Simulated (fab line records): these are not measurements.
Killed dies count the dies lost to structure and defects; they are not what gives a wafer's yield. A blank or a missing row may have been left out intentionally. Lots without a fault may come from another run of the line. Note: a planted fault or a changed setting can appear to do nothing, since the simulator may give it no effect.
fab line records -- flow sky130
record lots=6, wafers=18, lastDay=50
route steps=708 shown POLY_GATE@222 PAD_OPEN@708
lots untouched by any fault: they come from a run of this same line in which no faults occurred
startH: hours from the record's first day to the start of the lot's first wafer shown -- waitH: hours from the lot's prior step to this one -- " repeats the value in the row above -- L1.1+2: a single row standing in for several wafers -- - no value, or no start given -- * or withheld: withheld -- < > ~ a bound
route shown NAME@n: a module of which the file shows steps, and the number in the route of the first -- usual: mean/standard deviation of fault-free wafers -- same: alike in all rows -- chamber/n: place in a boat -- sites: the reading at each site -- _std_site: standard deviation of those values -- _edge_site: inner sites' mean taken away from outer sites' mean -- radiusMm: how far each site lies from the wafer's centre -- mask NAME#n: copy n -- behind: tool/chamber where the wafer was last shaped -- hold: reason for holding the lot/hours on hold/outcome of the hold -- device: the transistor (n, p or np) that didn't switch -- end of line: at the end of the route, the tests of the same wafers -- step lacking rows: just its recipe -- killed: the dies lost at the first sort to structure and to defects; this is not the yield of the wafer -- map: a wafer's dies, x killed, . not, _ none there
set.NAME: the setting that was run; set.NAME@STEP: the one run at that earlier step -- model.NAME: the simulator's own value behind a step, which no gauge read
lots seen at some steps along the route; tables by step, rows by wafer
services: the hour from which a tool's chamber was out of use, counted from the record's first day as startH (under 0 if before that day), plus the number of hours and why
## steps
# step SKY_POLY_GATE_COAT_08
# recipe resist=KrF-thick, spinRpm=3000, resistThkNm=450
# step SKY_POLY_GATE_SOFTBAKE_09
# recipe tempC=100, timeS=90, resist=KrF-thick
# step SKY_POLY_GATE_EXPOSE_10
# recipe maskId=P1M, na=0.68, sourceShape=conventional, sigmaOuter=0.6, targetCdNm=150, doseMj=28
# step SKY_POLY_GATE_PEB_11
# recipe pebTempC=withheld, pebTimeS=withheld, resist=KrF-thick
# step SKY_POLY_GATE_DEVELOP_12
# recipe developTimeS=60, resist=KrF-thick, devTempC=21
# step SKY_POLY_GATE_CD_MEAS_13
# recipe targetCdNm=150
# usual cdNm=149.8/1.3
lot.wafer,tool,chamber,startH,waitH,cdNm
L462.1,cdSem-02,-,385.74,-,150.2
L462.2,cdSem-02,-,385.74,-,149.1
L462.4,cdSem-02,-,385.74,-,149.2
L467.4,cdSem-02,-,430.10,-,149.0
L467.5,cdSem-02,-,430.10,-,149.8
L467.6,cdSem-02,-,430.10,-,149.3
L468.1,cdSem-02,-,434.29,-,149.3
L468.2,cdSem-02,-,434.29,-,150.0
L468.5,cdSem-02,-,434.29,-,150.1
L471.3,cdSem-02,-,458.27,-,149.5
L471.4,cdSem-02,-,458.27,-,150.4
L471.5,cdSem-02,-,458.27,-,150.1
L480.2,cdSem-01,-,537.64,-,149.0
L480.5,cdSem-01,-,537.64,-,149.8
L480.6,cdSem-01,-,537.64,-,149.8
L482.1,cdSem-02,-,548.67,-,149.3
L482.3,cdSem-02,-,548.67,-,148.9
L482.5,cdSem-02,-,548.67,-,148.8
# step SKY_POLY_GATE_OVL_MEAS_14
# usual POLY_GATE_OVL=-5/6.9
lot.wafer,tool,chamber,startH,waitH,POLY_GATE_OVL[nm]
L462.1,overlay-02,-,385.86,0.1,-15
L462.2,overlay-02,-,385.86,0.1,-19
L462.4,overlay-02,-,385.86,0.1,-22
L467.4,overlay-02,-,430.18,0.1,3
L467.5,overlay-02,-,430.18,0.1,-16
L467.6,overlay-02,-,430.18,0.1,-3
L468.1,overlay-02,-,434.41,0.1,-4
L468.2,overlay-02,-,434.41,0.1,-9
L468.5,overlay-02,-,434.41,0.1,-9
L471.3,overlay-01,-,458.36,0.1,-5
L471.4,overlay-01,-,458.36,0.1,-7
L471.5,overlay-01,-,458.36,0.1,-2
L480.2,overlay-01,-,537.75,0.1,-6
L480.5,overlay-01,-,537.75,0.1,-12
L480.6,overlay-01,-,537.75,0.1,-2
L482.1,overlay-01,-,548.79,0.1,-10
L482.3,overlay-01,-,548.79,0.1,-8
L482.5,overlay-01,-,548.79,0.1,-5
# step SKY_POLY_GATE_ETCH_15
# recipe chemistry=N2/H2, target=BARC, ionEnergyEv=200, sourceW=500, biasW=100, pressureMtorr=30, n2FlowSccm=100, h2FlowSccm=200, stopOn=SiO2, timeS=118.5, targetDepthA=1100
# usual drypumpMotorCurrentA=5.8/0.37, oesProductAu=0.716/0.0044, throttleValvePct=13.213/0.0094
lot.wafer,tool,chamber,startH,waitH,drypumpMotorCurrentA,oesProductAu,rfHoursCounterH,throttleValvePct
L462.1,rieDiel-03,1,385.90,0.0,5.8,0.721,7,13.214
L462.2,rieDiel-03,0,385.90,0.0,6.5,0.712,43,13.233
L462.4,rieDiel-03,2,385.90,0.0,5.3,0.709,6,13.216
L467.4,rieDiel-03,0,430.19,0.0,6.5,0.718,44,13.199
L467.5,rieDiel-03,3,430.19,0.0,6.4,0.720,-,13.223
L467.6,rieDiel-03,0,430.19,0.0,6.5,0.717,-,13.216
L468.1,rieDiel-04,1,434.44,0.0,5.8,0.721,3,13.212
L468.2,rieDiel-04,0,434.44,0.0,5.6,0.712,1,13.214
L468.5,rieDiel-04,0,434.44,0.0,5.6,0.722,-,13.198
L471.3,rieDiel-01,0,458.38,0.0,6.3,0.724,12,13.222
L471.4,rieDiel-01,2,458.38,0.0,5.9,0.711,47,13.198
L471.5,rieDiel-01,2,458.38,0.0,5.9,0.718,-,13.198
L480.2,rieDiel-03,3,537.78,0.0,6.3,0.725,6,13.213
L480.5,rieDiel-03,1,537.78,0.0,5.8,0.713,-,13.207
L480.6,rieDiel-03,0,537.78,0.0,6.5,0.724,-,13.213
L482.1,rieDiel-03,1,548.83,0.0,5.8,0.727,11,13.206
L482.3,rieDiel-03,0,548.83,0.0,6.5,0.720,47,13.215
L482.5,rieDiel-03,1,548.83,0.0,5.8,0.713,-,13.226
# step SKY_POLY_GATE_ETCH_16
# recipe stopOn=poly-Si, chemistry=CH3F/O2, target=Si3N4, sourceW=400, biasW=80, pressureMtorr=25, ch3fFlowSccm=40, O2_flow_sccm=30, timeS=147.5, targetDepthA=750
# usual ch3fFlowSccm=40.01/0.11, drypumpMotorCurrentA=5.8/0.37, oesProductAu=0.641/0.0051, throttleValvePct=10.535/0.0092
lot.wafer,tool,chamber,startH,waitH,ch3fFlowSccm,drypumpMotorCurrentA,oesProductAu,rfHoursCounterH,throttleValvePct
L462.1,rieDiel-03,1,385.98,0.0,39.85,5.8,0.641,7,10.538
L462.2,rieDiel-03,0,385.98,0.0,40.04,6.5,0.642,43,10.549
L462.4,rieDiel-03,2,385.98,0.0,39.89,5.3,0.655,6,10.529
L467.4,rieDiel-03,0,430.28,0.0,39.80,6.5,0.633,44,10.526
L467.5,rieDiel-03,3,430.28,0.0,39.95,6.3,0.647,-,10.542
L467.6,rieDiel-03,0,430.28,0.0,40.15,6.5,0.643,-,10.540
L468.1,rieDiel-04,1,434.53,0.0,39.92,5.8,0.649,3,10.531
L468.2,rieDiel-04,0,434.53,0.0,40.00,5.5,0.633,1,10.523
L468.5,rieDiel-04,0,434.53,0.0,40.01,5.5,0.641,-,10.534
L471.3,rieDiel-01,0,458.47,0.0,39.91,6.3,0.637,12,10.517
L471.4,rieDiel-01,2,458.47,0.0,40.07,5.9,0.641,47,10.530
L471.5,rieDiel-01,2,458.47,0.0,40.25,5.9,0.635,-,10.541
L480.2,rieDiel-03,3,537.86,0.0,39.90,6.3,0.643,6,10.518
L480.5,rieDiel-03,1,537.86,0.0,40.09,5.8,0.639,-,10.535
L480.6,rieDiel-03,0,537.86,0.0,39.99,6.5,0.637,-,10.539
L482.1,rieDiel-03,1,548.91,0.0,40.06,5.8,0.643,11,10.541
L482.3,rieDiel-03,0,548.91,0.0,39.95,6.4,0.636,47,10.544
L482.5,rieDiel-03,1,548.91,0.0,40.00,5.8,0.643,-,10.533
# step SKY_POLY_GATE_ETCH_17
# recipe targetDepthNm=180, stopOn=SiO2, overEtchFrac=0.56667, chemistry=HBr/Cl2, target=poly-Si, icpW=400, biasW=100, pressureMtorr=10, HBr_flow_sccm=150, Cl2_flow_sccm=50, timeS=70.5
# usual HBr_flow_sccm=150.0/0.45, drypumpMotorCurrentA=5.4/0.37, oesProductAu=0.984/0.0068, throttleValvePct=33.686/0.0095
lot.wafer,tool,chamber,startH,waitH,HBr_flow_sccm,drypumpMotorCurrentA,oesProductAu,rfHoursCounterH,throttleValvePct
L462.1,rieSi-02,2,386.08,0.0,149.9,5.8,0.985,5,33.706
L462.2,rieSi-02,1,386.08,0.0,150.4,4.9,0.977,6,33.691
L462.4,rieSi-02,3,386.08,0.0,150.3,5.9,0.976,2,33.674
L467.4,rieSi-02,0,430.38,0.0,149.5,5.5,0.975,0,33.687
L467.5,rieSi-02,3,430.38,0.0,150.0,5.9,0.987,-,33.688
L467.6,rieSi-02,2,430.38,0.0,150.4,5.8,0.989,-,33.696
L468.1,rieSi-02,0,434.63,0.0,150.6,5.4,0.991,0,33.694
L468.2,rieSi-02,1,434.63,0.0,150.5,4.9,0.988,7,33.676
L468.5,rieSi-02,1,434.63,0.0,150.6,4.9,0.998,-,33.680
L471.3,rieSi-01,1,458.56,0.0,150.1,4.9,0.975,5,33.699
L471.4,rieSi-01,2,458.56,0.0,149.7,5.0,0.978,13,33.704
L471.5,rieSi-01,2,458.56,0.0,150.0,5.1,0.984,-,33.688
L480.2,rieSi-02,3,537.96,0.0,150.0,5.9,0.986,3,33.671
L480.5,rieSi-02,2,537.96,0.0,150.1,5.7,0.980,-,33.679
L480.6,rieSi-02,3,537.96,0.0,149.8,5.9,0.982,-,33.681
L482.1,rieSi-02,3,549.01,0.0,150.0,5.9,0.988,3,33.671
L482.3,rieSi-02,0,549.01,0.0,149.2,5.4,0.982,1,33.673
L482.5,rieSi-02,3,549.01,0.0,150.8,5.9,0.985,-,33.679
# step SKY_POLY_GATE_STRIP_18
# recipe chemistry=O2/N2, powerW=1400, pressureMtorr=1500, platenTempC=withheld, o2FlowSccm=3000, n2FlowSccm=300, overashFraction=0.5
# usual drypumpMotorCurrentA=5.99/0.25, oesProductAu=0.360/0.0044, stripTimeToEndpointS=3.18/0.035
lot.wafer,tool,chamber,startH,waitH,drypumpMotorCurrentA,oesProductAu,rfHoursCounterH,stripTimeToEndpointS
L462.1,plasmaAsher-02,0,386.13,0.0,5.94,0.360,67,3.17
L462.2,plasmaAsher-02,1,386.13,0.0,6.00,0.357,67,3.18
L462.4,plasmaAsher-02,1,386.13,0.0,6.03,0.358,-,3.22
L467.4,plasmaAsher-02,0,430.47,0.1,5.96,0.360,-,3.17
L467.5,plasmaAsher-02,0,430.47,0.1,5.98,0.357,-,3.13
L467.6,plasmaAsher-02,1,430.47,0.1,6.00,0.360,-,3.18
L468.1,plasmaAsher-02,1,434.68,0.0,6.01,0.357,0,3.23
L468.2,plasmaAsher-02,0,434.68,0.0,5.95,0.352,0,3.17
L468.5,plasmaAsher-02,1,434.68,0.0,6.01,0.364,-,3.17
L471.3,plasmaAsher-02,0,458.65,0.1,5.94,0.355,-,3.18
L471.4,plasmaAsher-02,1,458.65,0.1,6.01,0.365,-,3.23
L471.5,plasmaAsher-02,1,458.65,0.1,6.04,0.362,-,3.21
L480.2,plasmaAsher-02,0,538.01,0.0,5.95,0.351,10,3.18
L480.5,plasmaAsher-02,1,538.01,0.0,6.01,0.368,-,3.22
L480.6,plasmaAsher-02,0,538.01,0.0,5.95,0.365,-,3.19
L482.1,plasmaAsher-04,1,549.06,0.0,6.29,0.356,88,3.23
L482.3,plasmaAsher-04,1,549.06,0.0,6.30,0.355,-,3.19
L482.5,plasmaAsher-04,1,549.06,0.0,6.30,0.362,-,3.22
# step SKY_POLY_GATE_CLEAN_19
# recipe chemistry=SC1/SC2, mix=1:4:20, tempC=70, timeS=150, dry=n2Spin
# step SKY_POLY_GATE_OXIDATION_20
# recipe tempC=850, ambient=O2, stabiliseS=600, purgeS=300, targetThkA=40, oxTimeS=899
# usual spikeTcBottomC=869.3/1.3, spikeTcCentreC=850.2/1, spikeTcLowerC=849.6/1.6, spikeTcTopC=864.2/0.97, spikeTcUpperC=850.3/0.97, tubeCenterTempC=850/0.08, tube_center_temp_C_max=852.2/0.34, zonePowerTopPct=38.2/2.4, zonePowerUpperPct=16.8/0.66
lot.wafer,tool,chamber,startH,waitH,spikeTcBottomC,spikeTcCentreC,spikeTcLowerC,spikeTcTopC,spikeTcUpperC,tubeCenterTempC,tube_center_temp_C_max,zonePowerTopPct,zonePowerUpperPct,model.SiO2_of_POLY_GATE_OXIDATION_20.thkNm
L462.1,furnace-02,0,388.03,1.7,868.2,851.4,848.3,864.8,850.1,849.88,851.8,36.0,16.4,4.017
L462.2,furnace-02,0,388.03,1.7,867.6,849.7,850.4,866.1,851.7,849.92,851.8,36.0,16.0,4.007
L462.4,furnace-02,0,388.03,1.7,870.8,850.4,850.6,864.6,848.4,849.98,852.6,36.8,16.1,3.976
L467.4,furnace-01,0,431.76,1.2,870.9,851.0,847.0,865.2,851.4,850.01,851.7,41.2,17.3,4.064
L467.5,furnace-01,0,431.76,1.2,869.1,851.0,848.9,863.1,850.4,850.02,852.7,40.5,17.3,4.072
L467.6,furnace-01,0,431.76,1.2,869.6,850.6,849.9,866.2,851.1,849.94,852.5,40.6,17.8,4.125
L468.1,furnace-01,0,435.26,0.4,869.3,849.7,846.3,864.2,849.9,849.89,852.4,40.6,17.3,4.061
L468.2,furnace-01,0,435.26,0.4,870.8,851.4,847.9,863.8,850.5,849.98,852.0,40.9,17.7,3.97
L468.5,furnace-01,0,435.26,0.4,871.0,851.0,848.5,864.7,851.6,850.07,851.9,40.5,17.4,3.943
L471.3,furnace-01,0,460.16,1.4,871.3,846.9,849.0,865.0,848.7,850.05,852.4,40.7,17.4,4.089
L471.4,furnace-01,0,460.16,1.4,870.4,850.3,848.9,863.7,852.1,850,852.0,40.5,17.5,4.124
L471.5,furnace-01,0,460.16,1.4,870.7,850.8,848.0,866.7,851.8,850.03,851.6,40.6,17.6,4.108
L480.2,furnace-01,0,539.14,1.0,906.9,886.3,886.6,901.4,887.0,887.46,889.7,43.9,19.3,6.246
L480.5,furnace-01,0,539.14,1.0,906.0,887.7,885.1,901.4,889.4,887.38,889.4,43.2,18.9,6.339
L480.6,furnace-01,0,539.14,1.0,906.8,887.7,886.2,900.3,887.3,887.41,889.5,43.4,19.0,6.352
L482.1,furnace-01,0,549.22,0.0,907.6,889.6,886.5,899.7,889.3,887.37,889.6,43.7,18.8,6.356
L482.3,furnace-01,0,549.22,0.0,909.4,887.8,883.6,900.8,886.3,887.45,890.2,42.9,19.1,6.374
L482.5,furnace-01,0,549.22,0.0,906.5,889.8,885.5,901.5,887.9,887.37,889.4,44.0,19.0,6.38
# step SKY_POLY_GATE_THK_MEAS_21
# recipe reads=SiO2_of_POLY_GATE_OXIDATION_20
# usual POLY_GATE_OXIDATION_THK=3.99/0.095
lot.wafer,tool,chamber,startH,waitH,POLY_GATE_OXIDATION_THK[nm]
L462.1,filmMetro-03,-,389.28,0.0,4.04
L462.2,filmMetro-03,-,389.28,0.0,4.04
L462.4,filmMetro-03,-,389.28,0.0,3.95
L467.4,filmMetro-02,-,433.04,0.0,4.08
L467.5,filmMetro-02,-,433.04,0.0,4.09
L467.6,filmMetro-02,-,433.04,0.0,4.11
L468.1,filmMetro-04,-,436.51,0.0,4.05
L468.2,filmMetro-04,-,436.51,0.0,3.98
L468.5,filmMetro-04,-,436.51,0.0,3.94
L471.3,filmMetro-04,-,461.43,0.0,4.09
L471.4,filmMetro-04,-,461.43,0.0,4.16
L471.5,filmMetro-04,-,461.43,0.0,4.12
L480.2,filmMetro-03,-,540.40,0.0,6.23
L480.5,filmMetro-03,-,540.40,0.0,6.36
L480.6,filmMetro-03,-,540.40,0.0,6.38
L482.1,filmMetro-04,-,550.47,0.0,6.34
L482.3,filmMetro-04,-,550.47,0.0,6.33
L482.5,filmMetro-04,-,550.47,0.0,6.35
# step SKY_POLY_GATE_CD_MEAS_22
# usual cdNm=150.6/2.6
lot.wafer,tool,chamber,startH,waitH,cdNm
L462.1,cdSem-01,-,389.34,0.1,150.0
L462.2,cdSem-01,-,389.34,0.1,151.8
L462.4,cdSem-01,-,389.34,0.1,150.7
L467.4,cdSem-02,-,433.16,0.1,151.7
L467.5,cdSem-02,-,433.16,0.1,151.6
L467.6,cdSem-02,-,433.16,0.1,151.6
L468.1,cdSem-02,-,436.57,0.1,147.7
L468.2,cdSem-02,-,436.57,0.1,149.6
L468.5,cdSem-02,-,436.57,0.1,151.8
L471.3,cdSem-02,-,461.63,0.2,149.8
L471.4,cdSem-02,-,461.63,0.2,154.3
L471.5,cdSem-02,-,461.63,0.2,153.3
L480.2,cdSem-01,-,540.47,0.1,148.0
L480.5,cdSem-01,-,540.47,0.1,149.9
L480.6,cdSem-01,-,540.47,0.1,151.8
L482.1,cdSem-02,-,550.53,0.1,151.3
L482.3,cdSem-02,-,550.53,0.1,150.4
L482.5,cdSem-02,-,550.53,0.1,149.4
# step SKY_PAD_OPEN_PROBE_99
# usual killed_at_M0_to_M3=43/6.6, killed_at_M4_up=3.4/1.8, killedAtContacts=24/4.9, killedAtFrontEnd=15/4.1, killedAtOther=0.3/0.55, killedDies=85/8.8, killedOpen=46/6.1, killedShort=39/5.7
# same grossDies=492, killedAtBackSide=0
lot.wafer,tool,chamber,startH,waitH,killed_at_M0_to_M3,killed_at_M4_up,killedAtContacts,killedAtFrontEnd,killedAtOther,killedDies,killedOpen,killedShort,model.etest.tipSonos.rsOhmSq,model.etest.tipP.rsOhmSq,model.etest.pfet_01v8.rOnOhmUm,model.etest.resPdiff.lineOhmUm,model.etest.tipN.rsOhmSq,model.etest.nfet_01v8.rOnOhmUm,model.etest.resNdiff.lineOhmUm,model.etest.sonosUncharged.rOnOhmUm
L462.1,prober-01,-,1093.30,0.1,52,7,28,14,0,101,57,44,2631,6771,2852,1361,440.9,813.8,781.9,805
L462.2,prober-01,-,1093.35,0.1,35,3,33,17,1,89,47,41,2616,6778,2869,1358,442.9,819.1,773,809.6
L462.4,prober-01,-,1093.45,0.2,45,5,31,12,0,93,41,52,2619,6723,2865,1358,444.4,820.7,770.4,805.2
L467.4,prober-02,-,1120.13,0.2,40,3,24,17,0,84,44,37,2764,6944,3019,1369,447.2,849.9,764.9,813.6
L467.5,prober-02,-,1120.18,0.2,36,7,30,16,0,89,47,41,2724,6966,3029,1386,442.9,882.1,777.9,825.5
L467.6,prober-02,-,1120.23,0.2,46,6,18,18,0,88,46,42,2764,6861,3004,1359,449.6,855.1,782,814.1
L468.1,prober-01,-,1121.72,0.1,46,4,27,13,1,91,49,39,2605,6917,2885,1345,448.3,839.3,769.2,808.7
L468.2,prober-01,-,1121.77,0.1,47,2,30,13,0,92,45,45,2631,6850,2948,1356,444,866.4,772.3,827.7
L468.5,prober-01,-,1121.92,0.2,48,1,27,8,0,84,41,43,2579,6864,2945,1335,447.4,883.3,767.2,824.1
L471.3,prober-02,-,1139.37,0.2,40,4,28,13,1,86,48,38,2655,6994,2961,1331,442.5,852,733.3,799.6
L471.4,prober-02,-,1139.42,0.2,46,4,23,18,0,91,50,41,2658,7045,3007,1364,442.3,837.9,750.4,813.1
L471.5,prober-02,-,1139.47,0.2,49,3,35,12,0,99,52,47,2611,6991,2988,1368,442.5,856.3,737.3,809.3
L480.2,prober-01,-,1183.56,0.1,56,5,19,19,0,99,48,50,3033,7431,3073,1438,486.6,873.6,804.3,846.4
L480.5,prober-01,-,1183.71,0.2,47,1,26,13,0,87,51,36,2999,7437,3155,1463,489.3,907.2,816.5,850.7
L480.6,prober-01,-,1183.76,0.2,52,6,23,12,0,93,46,47,3060,7424,3171,1501,488.4,896.5,805.5,853.1
L482.1,prober-01,-,1188.28,0.1,48,3,18,13,1,83,43,40,3208,7309,3011,1472,497.1,886.3,800.6,852.9
L482.3,prober-01,-,1188.38,0.2,49,3,12,20,2,86,47,39,3226,7348,3020,1441,493.7,896.5,784.5,835.6
L482.5,prober-01,-,1188.48,0.2,44,4,15,17,1,81,44,37,3234,7343,2926,1475,497,879.3,809.2,834.4
# killed by level:class
L462.1 CONTACT:geometricParticle:open=16 METAL2:geometricParticle:short=12 VIA1:geometricParticle:open=9 VIA2:geometricParticle:open=8 VIA1:geometricParticle:short=7 VIA3:geometricParticle:open=7 LI_CONTACT:geometricParticle:open=6 FIELD_ISO:geometricParticle:short=4
L462.2 VIA1:geometricParticle:open=10 CONTACT:geometricParticle:open=9 LI_CONTACT:geometricParticle:open=7 LOCAL_INTERCONNECT:geometricParticle:short=6 CONTACT:geometricParticle:short=5 VIA3:geometricParticle:open=5 FIELD_ISO:geometricParticle:short=4 LI_CONTACT:geometricParticle:short=4
L462.4 CONTACT:geometricParticle:open=10 METAL1:geometricParticle:short=7 VIA2:geometricParticle:short=7 LI_CONTACT:geometricParticle:short=6 LI_CONTACT:geometricParticle:open=6 CONTACT:geometricParticle:short=6 VIA1:geometricParticle:open=6 POLY_GATE:geometricParticle:short=5
L467.4 VIA1:geometricParticle:open=9 LI_CONTACT:geometricParticle:open=8 POLY_GATE:geometricParticle:open=7 FIELD_ISO:geometricParticle:short=5 VIA3:geometricParticle:short=5 CONTACT:geometricParticle:short=5 CONTACT:geometricParticle:open=5 VIA1:geometricParticle:short=4
L467.5 CONTACT:geometricParticle:open=17 VIA3:geometricParticle:open=7 METAL1:geometricParticle:short=6 LI_CONTACT:geometricParticle:open=6 FIELD_ISO:geometricParticle:short=5 POLY_GATE:geometricParticle:short=5 VIA1:geometricParticle:short=5 VIA2:geometricParticle:open=5
L467.6 VIA1:geometricParticle:open=17 CONTACT:geometricParticle:open=8 SPACER:geometricParticle:open=5 CONTACT:geometricParticle:short=5 METAL2:geometricParticle:short=5 FIELD_ISO:geometricParticle:short=4 POLY_GATE:geometricParticle:short=4 METAL1:geometricParticle:short=4
L468.1 CONTACT:geometricParticle:open=9 LI_CONTACT:geometricParticle:open=8 VIA1:geometricParticle:open=8 VIA1:geometricParticle:short=7 VIA2:geometricParticle:open=7 LOCAL_INTERCONNECT:geometricParticle:short=6 METAL1:geometricParticle:short=6 METAL2:geometricParticle:open=4
L468.2 VIA1:geometricParticle:open=14 LI_CONTACT:geometricParticle:open=8 CONTACT:geometricParticle:short=8 CONTACT:geometricParticle:open=8 VIA2:geometricParticle:open=7 METAL1:geometricParticle:short=5 VIA1:geometricParticle:short=5 VIA3:geometricParticle:open=5
L468.5 CONTACT:geometricParticle:open=12 METAL2:geometricParticle:short=7 VIA1:geometricParticle:open=7 VIA1:geometricParticle:short=6 LI_CONTACT:geometricParticle:open=6 VIA3:geometricParticle:open=6 METAL1:geometricParticle:short=6 LOCAL_INTERCONNECT:geometricParticle:short=5
L471.3 LI_CONTACT:geometricParticle:open=13 CONTACT:geometricParticle:open=7 VIA2:geometricParticle:open=7 VIA1:geometricParticle:short=7 VIA3:geometricParticle:open=6 LI_CONTACT:geometricParticle:short=5 POLY_GATE:geometricParticle:open=4 VIA1:geometricParticle:open=4
L471.4 LI_CONTACT:geometricParticle:open=11 VIA1:geometricParticle:open=11 VIA2:geometricParticle:open=7 VIA2:geometricParticle:short=6 FIELD_ISO:geometricParticle:short=5 FIELD_ISO:geometricParticle:open=5 CONTACT:geometricParticle:short=5 METAL2:geometricParticle:short=5
L471.5 CONTACT:geometricParticle:open=11 VIA1:geometricParticle:short=8 VIA2:geometricParticle:open=8 VIA3:geometricParticle:open=7 LI_CONTACT:geometricParticle:short=7 VIA1:geometricParticle:open=6 LI_CONTACT:geometricParticle:open=6 CONTACT:geometricParticle:short=5
L480.2 VIA1:geometricParticle:open=12 METAL1:geometricParticle:short=9 CONTACT:geometricParticle:open=8 VIA1:geometricParticle:short=8 VIA3:geometricParticle:open=7 POLY_GATE:geometricParticle:short=6 METAL2:geometricParticle:short=6 SPACER:geometricParticle:open=4
L480.5 VIA1:geometricParticle:open=10 VIA3:geometricParticle:open=9 CONTACT:geometricParticle:open=9 VIA2:geometricParticle:open=9 LI_CONTACT:geometricParticle:open=6 CONTACT:geometricParticle:short=6 FIELD_ISO:geometricParticle:short=3 POLY_GATE:geometricParticle:short=3
L480.6 VIA1:geometricParticle:open=11 VIA2:geometricParticle:open=9 METAL1:geometricParticle:short=8 CONTACT:geometricParticle:open=7 CONTACT:geometricParticle:short=7 METAL2:geometricParticle:short=6 VIA3:geometricParticle:open=6 VIA2:geometricParticle:short=5
L482.1 VIA1:geometricParticle:open=11 METAL2:geometricParticle:short=8 POLY_GATE:geometricParticle:open=7 VIA1:geometricParticle:short=6 CONTACT:geometricParticle:open=6 CONTACT:geometricParticle:short=5 VIA2:geometricParticle:open=5 VIA3:geometricParticle:open=5
L482.3 VIA3:geometricParticle:open=11 METAL2:geometricParticle:short=10 VIA2:geometricParticle:open=9 VIA1:geometricParticle:open=7 FIELD_ISO:geometricParticle:open=5 FIELD_ISO:geometricParticle:short=5 CONTACT:geometricParticle:open=5 METAL3:geometricParticle:short=4
L482.5 VIA1:geometricParticle:open=11 VIA2:geometricParticle:open=8 FIELD_ISO:geometricParticle:open=5 FIELD_ISO:geometricParticle:short=5 LI_CONTACT:geometricParticle:open=5 METAL1:geometricParticle:short=5 CONTACT:geometricParticle:short=5 VIA2:geometricParticle:short=5
## services
tool,chamber,startH,hours,kind
rieSi-01,0,367.72,8.9,repair
furnace-01,-,377.98,3.3,pm
plasmaAsher-04,-,385.52,1.2,repair
rieSi-02,0,392.61,-,clean
rieSi-02,0,392.61,15.4,scheduledDown
rieSi-02,0,392.61,15.4,ventCycle
plasmaAsher-02,-,421.25,9.0,pm
plasmaAsher-02,0,421.25,9.0,ventCycle
plasmaAsher-02,1,421.25,9.0,ventCycle
rieDiel-01,-,421.58,1.4,repair
rieSi-02,2,426.70,1.6,repair
rieDiel-01,-,428.04,2.8,pm
plasmaAsher-02,0,430.25,-,clean
rieDiel-01,2,432.09,2.7,repair
rieSi-01,3,437.78,1.2,repair
rieDiel-01,3,450.90,1.4,repair
rieDiel-04,-,457.92,2.8,pm
rieDiel-01,-,461.82,1.2,repair
rieDiel-03,1,462.29,10.7,repair
rieDiel-03,3,481.76,6.3,repair
rieDiel-01,0,489.98,5.4,repair
furnace-01,-,533.64,2.8,pm
furnace-02,-,536.47,4.5,pm
furnace-01,-,544.70,2.9,pm
## key
firstSign step=SKY_POLY_GATE_OXIDATION_20, reading=tubeCenterTempC, direction=up, sigmas=99+, usual=*, struck=*
effect step=SKY_POLY_GATE_OXIDATION_20, reading=tube_center_temp_C_max, direction=up, sigmas=99+, usual=*, struck=*
effect step=SKY_POLY_GATE_THK_MEAS_21, reading=POLY_GATE_OXIDATION_THK, direction=up, sigmas=25, usual=3.99, struck=6.33
modelEffect step=SKY_POLY_GATE_OXIDATION_20, value=SiO2_of_POLY_GATE_OXIDATION_20.thkNm, without=4.049, struck=6.341
modelEffect step=SKY_PAD_OPEN_PROBE_99, value=etest.tipSonos.rsOhmSq, without=2686, struck=3127
metAt SKY_POLY_GATE_OXIDATION_20
struckWafers L480.2,L480.5,L480.6,L482.1,L482.3,L482.5
testerLeftOut L480,L482
onsetBetween 460.16 539.14
fault kind=processParameterDrift, tool=furnace-01, chamber=-, onsetH=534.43, steps=SKY_POLY_GATE_OXIDATION_20, channel=tempC, offset=*, shape=step, endH=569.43, actsIn=*, stated=*
# testerLeftOut: of these lots the tester's yield and bins aren't shown, on N5 and GAA mostly nor the transistor test; their killed dies are dies lost to structure and defects alone, not to doping, threshold or leakage, so they don't give the yield
